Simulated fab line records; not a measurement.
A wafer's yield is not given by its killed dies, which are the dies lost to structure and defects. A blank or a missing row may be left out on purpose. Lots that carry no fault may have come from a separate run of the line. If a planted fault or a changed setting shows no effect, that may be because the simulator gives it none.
fab line records | flow gf180mcu
record lots=24 wafers=72 lastDay=34
route steps=602 shown M2@363 M3@414 V3@443 M4@459
lots that met no fault: taken from a fault-free run of the same line
startH: start of the lot's first displayed wafer, in hours after the record's first day | waitH: hours from the lot's prior step to this one | " same as the row above | L1.1+2: a row that stands for several wafers | - no value, or no start given | * or withheld: withheld | < > ~ a bound
route shown NAME@n: a module of which the file shows steps, and the number in the route of the first | usual: mean and standard deviation over wafers with no fault | same: alike in all rows | chamber/n: place in a boat | sites: readings site by site | _std_site: the values' standard deviation | _edge_site: mean of outer sites minus mean of inner sites | radiusMm: for every site, how far away it sits from the centre of the wafer | mask NAME#n: copy n | behind: the last tool/chamber to shape the wafer | hold: reason for holding the lot/hours on hold/outcome of the hold | device: the transistor (n, p or np) that didn't switch | end of line: at the end of the route, the tests of the same wafers | a step with no rows: only its recipe | killed: dies lost to structure and defects at the first sort, not the wafer's yield | map: a wafer's dies, x killed, . not, _ none there
set.NAME: the setting as run; set.NAME@STEP: as run at that earlier step | model.NAME: the simulator's own value behind a step, which no gauge read
steps of the route over a sample of lots; a table a step, a row a wafer
services: a tool's chamber out of use, with start hour (startH, from the record's first day; less than 0 if before it), hours out, and reason
## steps
# step GF_M2_SPUTTER_01
# recipe material=TiN targetThkNm=30 powerW=6500 timeS=25 chamberPressurePa=0.4
# usual throttleValvePct=30.2/1.2
# columns lot.wafer tool chamber startH waitH throttleValvePct
L074.2 pvdSputter-01 - 395.70 0.1 28.8
L074.3 " - " " 27.9
L074.5 " - " " 30.2
L075.3 pvdSputter-01 - 413.83 0.1 28.2
L075.4 " - " " 29.0
L075.5 " - " " 28.9
L076.3 pvdSputter-01 - 418.01 0.1 28.4
L076.4 " - " " 30.1
L076.6 " - " " 30.3
L077.2 pvdSputter-03 - 436.62 0.1 28.8
L077.4 " - " " 29.8
L077.5 " - " " 30.1
L079.1 pvdSputter-02 - 458.31 0.1 31.5
L079.2 " - " " 29.9
L079.3 " - " " 31.8
L078.1 pvdSputter-03 - 459.50 0.1 30.2
L078.2 " - " " 28.6
L078.4 " - " " 32.6
L080.1 pvdSputter-03 - 474.80 0.1 32.4
L080.2 " - " " 30.3
L080.6 " - " " 30.1
L081.1 pvdSputter-01 - 476.56 0.1 28.3
L081.2 " - " " 29.0
L081.4 " - " " 29.9
L082.1 pvdSputter-03 - 500.41 0.1 28.7
L082.2 " - " " 30.2
L082.4 " - " " 30.2
L083.2 pvdSputter-02 - 509.53 0.1 29.6
L083.3 " - " " 31.2
L083.4 " - " " 30.4
L084.2 pvdSputter-03 - 519.91 0.1 30.6
L084.5 " - " " 32.2
L084.6 " - " " 30.2
L085.1 pvdSputter-01 - 521.28 0.1 28.4
L085.2 " - " " 30.2
L085.6 " - " " 28.3
L086.1 pvdSputter-03 - 533.14 0.1 28.9
L086.3 " - " " 30.2
L086.4 " - " " 32.1
L088.1 pvdSputter-02 - 541.94 0.1 31.6
L088.3 " - " " 31.5
L088.4 " - " " 30.3
L087.2 pvdSputter-03 - 543.10 0.1 30.4
L087.4 " - " " 29.9
L087.5 " - " " 30.3
L089.1 pvdSputter-03 - 555.05 0.1 30.3
L089.3 " - " " 32.1
L089.4 " - " " 28.6
L090.1 pvdSputter-02 - 555.91 0.1 31.7
L090.3 " - " " 31.1
L090.5 " - " " 31.7
L091.2 pvdSputter-03 - 563.77 0.1 30.3
L091.4 " - " " 28.6
L091.6 " - " " 28.7
L092.1 pvdSputter-03 - 571.46 0.1 32.4
L092.3 " - " " 30.4
L092.4 " - " " 29.9
L093.1 pvdSputter-01 - 575.80 0.1 29.9
L093.4 " - " " 31.0
L093.5 " - " " 30.5
L094.1 pvdSputter-01 - 581.30 0.1 28.1
L094.4 " - " " 31.0
L094.6 " - " " 30.4
L095.1 pvdSputter-03 - 584.76 0.1 32.3
L095.3 " - " " 30.3
L095.6 " - " " 30.5
L096.2 pvdSputter-01 - 591.19 0.1 28.6
L096.3 " - " " 30.9
L096.4 " - " " 28.3
L097.1 pvdSputter-03 - 599.07 0.1 28.7
L097.4 " - " " 30.5
L097.6 " - " " 29.9
# step GF_M2_RS_MEAS_05
# recipe thkMeasGauge=four-point-probe reads=TiN_of_M2_SPUTTER_04+Ti_of_M2_SPUTTER_03+AlCu_of_M2_SPUTTER_02+TiN_of_M2_SPUTTER_01+Ti_of_M2_SPUTTER_00
# usual M2_ALCU_RS=0.0696/0.00074
# columns lot.wafer tool chamber startH waitH M2_ALCU_RS[ohm/sq]
L074.2 filmMetro-01 - 395.84 0.0 0.0696
L074.3 " - " " 0.0695
L074.5 " - " " 0.0698
L075.3 filmMetro-01 - 414.00 0.1 0.0687
L075.4 " - " " 0.0692
L075.5 " - " " 0.0689
L076.3 filmMetro-03 - 418.17 0.1 0.0698
L076.4 " - " " 0.0702
L076.6 " - " " 0.0695
L077.2 filmMetro-04 - 436.77 0.0 0.0694
L077.4 " - " " 0.0693
L077.5 " - " " 0.0692
L079.1 filmMetro-01 - 458.43 0.0 0.0695
L079.2 " - " " 0.0696
L079.3 " - " " 0.0694
L078.1 filmMetro-01 - 459.62 0.0 0.0694
L078.2 " - " " 0.0685
L078.4 " - " " 0.0696
L080.1 filmMetro-03 - 474.92 0.0 0.0701
L080.2 " - " " 0.0701
L080.6 " - " " 0.0685
L081.1 filmMetro-01 - 476.68 0.0 0.0697
L081.2 " - " " 0.0701
L081.4 " - " " 0.0699
L082.1 filmMetro-04 - 500.53 0.0 0.0697
L082.2 " - " " 0.0705
L082.4 " - " " 0.0699
L083.2 filmMetro-04 - 509.67 0.0 0.0689
L083.3 " - " " 0.0690
L083.4 " - " " 0.0691
L084.2 filmMetro-03 - 520.05 0.0 0.0681
L084.5 " - " " 0.0690
L084.6 " - " " 0.0687
L085.1 filmMetro-04 - 521.40 0.0 0.0701
L085.2 " - " " 0.0702
L085.6 " - " " 0.0693
L086.1 filmMetro-01 - 533.26 0.0 0.0689
L086.3 " - " " 0.0686
L086.4 " - " " 0.0697
L088.1 filmMetro-03 - 542.06 0.0 0.0700
L088.3 " - " " 0.0700
L088.4 " - " " 0.0696
L087.2 filmMetro-04 - 543.24 0.0 0.0689
L087.4 " - " " 0.0679
L087.5 " - " " 0.0683
L089.1 filmMetro-03 - 555.17 0.0 0.0694
L089.3 " - " " 0.0700
L089.4 " - " " 0.0697
L090.1 filmMetro-04 - 556.03 0.0 0.0688
L090.3 " - " " 0.0692
L090.5 " - " " 0.0692
L091.2 filmMetro-04 - 563.91 0.0 0.0688
L091.4 " - " " 0.0687
L091.6 " - " " 0.0687
L092.1 filmMetro-03 - 571.58 0.0 0.0707
L092.3 " - " " 0.0702
L092.4 " - " " 0.0703
L093.1 filmMetro-01 - 575.92 0.0 0.0696
L093.4 " - " " 0.0701
L093.5 " - " " 0.0702
L094.1 filmMetro-01 - 581.42 0.0 0.0714
L094.4 " - " " 0.0714
L094.6 " - " " 0.0716
L095.1 filmMetro-04 - 584.88 0.0 0.0701
L095.3 " - " " 0.0697
L095.6 " - " " 0.0696
L096.2 filmMetro-01 - 591.33 0.0 0.0704
L096.3 " - " " 0.0712
L096.4 " - " " 0.0706
L097.1 filmMetro-03 - 599.19 0.0 0.0697
L097.4 " - " " 0.0697
L097.6 " - " " 0.0703
# step GF_M2_OVL_MEAS_15
# usual M2_OVL=1/7
# columns lot.wafer tool chamber startH waitH M2_OVL[nm]
L074.2 overlay-01 - 419.61 0.1 1
L074.3 " - " " -8
L074.5 " - " " -5
L075.3 overlay-01 - 438.57 0.1 5
L075.4 " - " " 1
L075.5 " - " " 0
L076.3 overlay-01 - 442.25 0.1 1
L076.4 " - " " 12
L076.6 " - " " 14
L077.2 overlay-01 - 461.33 0.1 5
L077.4 " - " " 7
L077.5 " - " " 3
L079.1 overlay-01 - 483.61 0.1 8
L079.2 " - " " -2
L079.3 " - " " 9
L078.1 overlay-01 - 484.77 0.1 17
L078.2 " - " " 1
L078.4 " - " " 5
L080.1 overlay-02 - 499.92 0.1 5
L080.2 " - " " 11
L080.6 " - " " 4
L081.1 overlay-01 - 501.61 0.1 -1
L081.2 " - " " 0
L081.4 " - " " -1
L082.1 overlay-02 - 523.77 0.1 -7
L082.2 " - " " -7
L082.4 " - " " -10
L083.2 overlay-02 - 532.61 0.1 10
L083.3 " - " " 4
L083.4 " - " " 11
L084.2 overlay-01 - 542.53 0.1 8
L084.5 " - " " 6
L084.6 " - " " 9
L085.1 overlay-01 - 543.80 0.1 -11
L085.2 " - " " -9
L085.6 " - " " -4
L086.1 overlay-01 - 555.75 0.1 1
L086.3 " - " " 5
L086.4 " - " " 3
L088.1 overlay-02 - 563.49 0.1 8
L088.3 " - " " 9
L088.4 " - " " 6
L087.2 overlay-02 - 565.56 0.1 1
L087.4 " - " " -9
L087.5 " - " " 5
L089.1 overlay-02 - 577.19 0.1 -12
L089.3 " - " " -16
L089.4 " - " " -2
L090.1 overlay-02 - 578.17 0.1 7
L090.3 " - " " 4
L090.5 " - " " 8
L091.2 overlay-01 - 585.13 0.1 9
L091.4 " - " " -2
L091.6 " - " " -3
L092.1 overlay-02 - 592.77 0.1 13
L092.3 " - " " 8
L092.4 " - " " 11
L093.1 overlay-01 - 597.12 0.1 5
L093.4 " - " " -6
L093.5 " - " " 5
L094.1 overlay-02 - 602.52 0.1 -15
L094.4 " - " " -8
L094.6 " - " " -10
L095.1 overlay-02 - 605.92 0.1 -6
L095.3 " - " " -5
L095.6 " - " " -10
L096.2 overlay-02 - 612.88 0.1 6
L096.3 " - " " -5
L096.4 " - " " 7
L097.1 overlay-02 - 620.37 0.1 -1
L097.4 " - " " 1
L097.6 " - " " 5
# step GF_M3_RS_MEAS_05
# recipe thkMeasGauge=four-point-probe reads=TiN_of_M3_SPUTTER_04+Ti_of_M3_SPUTTER_03+AlCu_of_M3_SPUTTER_02+TiN_of_M3_SPUTTER_01+Ti_of_M3_SPUTTER_00
# usual M3_ALCU_RS=0.0694/0.00069
# columns lot.wafer tool chamber startH waitH M3_ALCU_RS[ohm/sq]
L074.2 filmMetro-04 - 447.83 0.0 0.0691
L074.3 " - " " 0.0691
L074.5 " - " " 0.0693
L075.3 filmMetro-04 - 466.35 0.1 0.0698
L075.4 " - " " 0.0700
L075.5 " - " " 0.0703
L076.3 filmMetro-04 - 470.08 0.1 0.0678
L076.4 " - " " 0.0679
L076.6 " - " " 0.0678
L077.2 filmMetro-02 - 488.31 0.0 0.0689
L077.4 " - " " 0.0693
L077.5 " - " " 0.0699
L079.1 filmMetro-04 - 510.96 0.0 0.0683
L079.2 " - " " 0.0683
L079.3 " - " " 0.0689
L078.1 filmMetro-02 - 512.29 0.0 0.0676
L078.2 " - " " 0.0678
L078.4 " - " " 0.0681
L080.1 filmMetro-02 - 525.88 0.0 0.0707
L080.2 " - " " 0.0692
L080.6 " - " " 0.0694
L081.1 filmMetro-03 - 528.06 0.0 0.0694
L081.2 " - " " 0.0687
L081.4 " - " " 0.0704
L082.1 filmMetro-03 - 549.49 0.0 0.0693
L082.2 " - " " 0.0701
L082.4 " - " " 0.0701
L083.2 filmMetro-02 - 558.28 0.0 0.0701
L083.3 " - " " 0.0700
L083.4 " - " " 0.0702
L084.2 filmMetro-02 - 567.87 0.0 0.0696
L084.5 " - " " 0.0685
L084.6 " - " " 0.0694
L085.1 filmMetro-04 - 569.11 0.0 0.0695
L085.2 " - " " 0.0692
L085.6 " - " " 0.0692
L086.1 filmMetro-02 - 580.14 0.0 0.0698
L086.3 " - " " 0.0696
L086.4 " - " " 0.0698
L088.1 filmMetro-04 - 588.16 0.0 0.0686
L088.3 " - " " 0.0705
L088.4 " - " " 0.0696
L087.2 filmMetro-03 - 589.99 0.0 0.0701
L087.4 " - " " 0.0706
L087.5 " - " " 0.0695
L089.1 filmMetro-02 - 601.63 0.0 0.0697
L089.3 " - " " 0.0690
L089.4 " - " " 0.0693
L090.1 filmMetro-04 - 602.01 0.0 0.0703
L090.3 " - " " 0.0697
L090.5 " - " " 0.0697
L091.2 filmMetro-02 - 609.73 0.0 0.0690
L091.4 " - " " 0.0694
L091.6 " - " " 0.0690
L092.1 filmMetro-02 - 616.84 0.0 0.0702
L092.3 " - " " 0.0699
L092.4 " - " " 0.0706
L093.1 filmMetro-03 - 621.00 0.0 0.0694
L093.4 " - " " 0.0697
L093.5 " - " " 0.0693
L094.1 filmMetro-03 - 626.26 0.0 0.0687
L094.4 " - " " 0.0695
L094.6 " - " " 0.0693
L095.1 filmMetro-02 - 629.25 0.0 0.0694
L095.3 " - " " 0.0697
L095.6 " - " " 0.0689
L096.2 filmMetro-02 - 636.15 0.0 0.0703
L096.3 " - " " 0.0694
L096.4 " - " " 0.0697
L097.1 filmMetro-04 - 643.43 0.0 0.0691
L097.4 " - " " 0.0691
L097.6 " - " " 0.0700
# step GF_V3_CD_MEAS_14
# recipe targetCdNm=260
# usual cdNm=259.9/1.4
# columns lot.wafer tool chamber startH waitH cdNm
L074.2 cdSem-01 - 498.16 0.1 260.5
L074.3 " - " " 261.1
L074.5 " - " " 260.6
L075.3 cdSem-02 - 516.93 0.1 261.6
L075.4 " - " " 261.0
L075.5 " - " " 261.2
L076.3 cdSem-01 - 520.29 0.1 258.9
L076.4 " - " " 259.0
L076.6 " - " " 260.0
L077.2 cdSem-02 - 535.97 0.1 257.0
L077.4 " - " " 258.1
L077.5 " - " " 257.3
L079.1 cdSem-02 - 557.75 0.1 257.7
L079.2 " - " " 257.5
L079.3 " - " " 257.1
L078.1 cdSem-02 - 559.05 0.1 259.5
L078.2 " - " " 258.8
L078.4 " - " " 259.4
L080.1 cdSem-01 - 571.75 0.1 257.1
L080.2 " - " " 258.0
L080.6 " - " " 258.1
L081.1 cdSem-02 - 573.20 0.1 259.6
L081.2 " - " " 259.5
L081.4 " - " " 259.8
L082.1 cdSem-01 - 594.18 0.1 260.9
L082.2 " - " " 259.8
L082.4 " - " " 259.4
L083.2 cdSem-02 - 601.85 0.1 259.9
L083.3 " - " " 259.6
L083.4 " - " " 259.5
L084.2 cdSem-02 - 610.92 0.1 257.9
L084.5 " - " " 260.0
L084.6 " - " " 258.1
L085.1 cdSem-01 - 612.98 0.1 262.6
L085.2 " - " " 263.3
L085.6 " - " " 261.0
L086.1 cdSem-01 - 623.18 0.1 260.9
L086.3 " - " " 261.1
L086.4 " - " " 260.8
L088.1 cdSem-02 - 630.80 0.1 262.1
L088.3 " - " " 261.6
L088.4 " - " " 261.6
L087.2 cdSem-01 - 633.17 0.1 260.2
L087.4 " - " " 260.0
L087.5 " - " " 259.4
L089.1 cdSem-02 - 643.68 0.1 262.7
L089.3 " - " " 261.5
L089.4 " - " " 261.9
L090.1 cdSem-01 - 644.45 0.1 261.2
L090.3 " - " " 261.7
L090.5 " - " " 262.1
L091.2 cdSem-01 - 652.52 0.1 259.9
L091.4 " - " " 259.6
L091.6 " - " " 259.6
L092.1 cdSem-02 - 658.13 0.1 260.5
L092.3 " - " " 259.8
L092.4 " - " " 260.7
L093.1 cdSem-01 - 661.90 0.1 258.6
L093.4 " - " " 257.3
L093.5 " - " " 258.5
L094.1 cdSem-01 - 667.10 0.1 258.3
L094.4 " - " " 258.9
L094.6 " - " " 258.9
L095.1 cdSem-02 - 669.65 0.1 259.3
L095.3 " - " " 259.5
L095.6 " - " " 260.2
L096.2 cdSem-01 - 676.22 0.1 261.0
L096.3 " - " " 260.5
L096.4 " - " " 261.1
L097.1 cdSem-01 - 684.18 0.1 259.7
L097.4 " - " " 259.4
L097.6 " - " " 259.4
# step GF_M4_SPUTTER_03
# recipe material=Ti targetThkNm=10 substrateTempC=300 chamberPressurePa=0.3 powerW=3000 timeS=6.7
# usual throttleValvePct=30.2/1.2
# columns lot.wafer tool chamber startH waitH throttleValvePct
L074.2 pvdSputter-01 - 499.85 0.0 30.6
L074.3 " - " " 28.2
L074.5 " - " " 28.3
L075.3 pvdSputter-03 - 518.56 0.0 28.8
L075.4 " - " " 29.9
L075.5 " - " " 30.0
L076.3 pvdSputter-02 - 522.07 0.0 31.7
L076.4 " - " " 31.2
L076.6 " - " " 31.5
L077.2 pvdSputter-01 - 537.92 0.0 29.9
L077.4 " - " " 30.8
L077.5 " - " " 30.6
L079.1 pvdSputter-03 - 559.42 0.0 30.0
L079.2 " - " " 30.3
L079.3 " - " " 32.3
L078.1 pvdSputter-02 - 560.72 0.0 31.2
L078.2 " - " " 31.8
L078.4 " - " " 29.9
L080.1 pvdSputter-02 - 573.65 0.0 31.2
L080.2 " - " " 31.9
L080.6 " - " " 31.4
L081.1 pvdSputter-02 - 574.90 0.0 30.1
L081.2 " - " " 31.7
L081.4 " - " " 30.4
L082.1 pvdSputter-03 - 595.89 0.0 30.3
L082.2 " - " " 32.3
L082.4 " - " " 29.0
L083.2 pvdSputter-01 - 603.51 0.0 29.2
L083.3 " - " " 28.3
L083.4 " - " " 30.8
L084.2 pvdSputter-01 - 612.60 0.0 30.4
L084.5 " - " " 28.1
L084.6 " - " " 30.1
L085.1 pvdSputter-03 - 614.69 0.0 30.5
L085.2 " - " " 32.4
L085.6 " - " " 28.9
L086.1 pvdSputter-03 - 624.88 0.0 30.1
L086.3 " - " " 28.6
L086.4 " - " " 32.1
L088.1 pvdSputter-03 - 632.80 0.0 29.9
L088.3 " - " " 28.5
L088.4 " - " " 32.4
L087.2 pvdSputter-01 - 634.82 0.0 28.0
L087.4 " - " " 28.9
L087.5 " - " " 30.4
L089.1 pvdSputter-01 - 645.42 0.0 30.5
L089.3 " - " " 28.4
L089.4 " - " " 28.8
L090.1 pvdSputter-02 - 646.14 0.0 29.8
L090.3 " - " " 30.9
L090.5 " - " " 30.5
L091.2 pvdSputter-01 - 654.36 0.0 31.0
L091.4 " - " " 29.9
L091.6 " - " " 30.2
L092.1 pvdSputter-03 - 659.84 0.0 29.8
L092.3 " - " " 32.0
L092.4 " - " " 30.5
L093.1 pvdSputter-02 - 663.77 0.0 31.4
L093.4 " - " " 29.6
L093.5 " - " " 31.2
L094.1 pvdSputter-03 - 668.77 0.0 30.0
L094.4 " - " " 32.5
L094.6 " - " " 28.7
L095.1 pvdSputter-03 - 671.32 0.0 30.4
L095.3 " - " " 29.8
L095.6 " - " " 32.2
L096.2 pvdSputter-01 - 677.87 0.0 29.8
L096.3 " - " " 28.9
L096.4 " - " " 30.6
L097.1 pvdSputter-01 - 685.85 0.0 28.6
L097.4 " - " " 28.7
L097.6 " - " " 30.8
## services
# columns tool chamber startH hours kind
pvdSputter-02 - 373.73 4.7 repair
pvdSputter-03 0 374.13 - consumableReplace:kit
pvdSputter-03 0 374.13 18.0 scheduledDown
pvdSputter-03 0 374.13 18.0 ventCycle
pvdSputter-03 - 384.40 8.4 repair
pvdSputter-02 1 455.98 - consumableReplace:kit
pvdSputter-02 1 455.98 18.0 scheduledDown
pvdSputter-02 1 455.98 18.0 ventCycle
pvdSputter-01 - 505.71 3.2 repair
pvdSputter-02 - 518.23 2.0 repair
pvdSputter-03 3 566.82 - consumableReplace:kit
pvdSputter-03 3 566.82 18.0 scheduledDown
pvdSputter-03 3 566.82 18.0 ventCycle
pvdSputter-03 - 575.51 1.8 repair
pvdSputter-01 1 580.01 - consumableReplace:kit
pvdSputter-01 1 580.01 18.0 scheduledDown
pvdSputter-01 1 580.01 18.0 ventCycle
pvdSputter-01 0 680.36 - consumableReplace:kit
## key
fault none
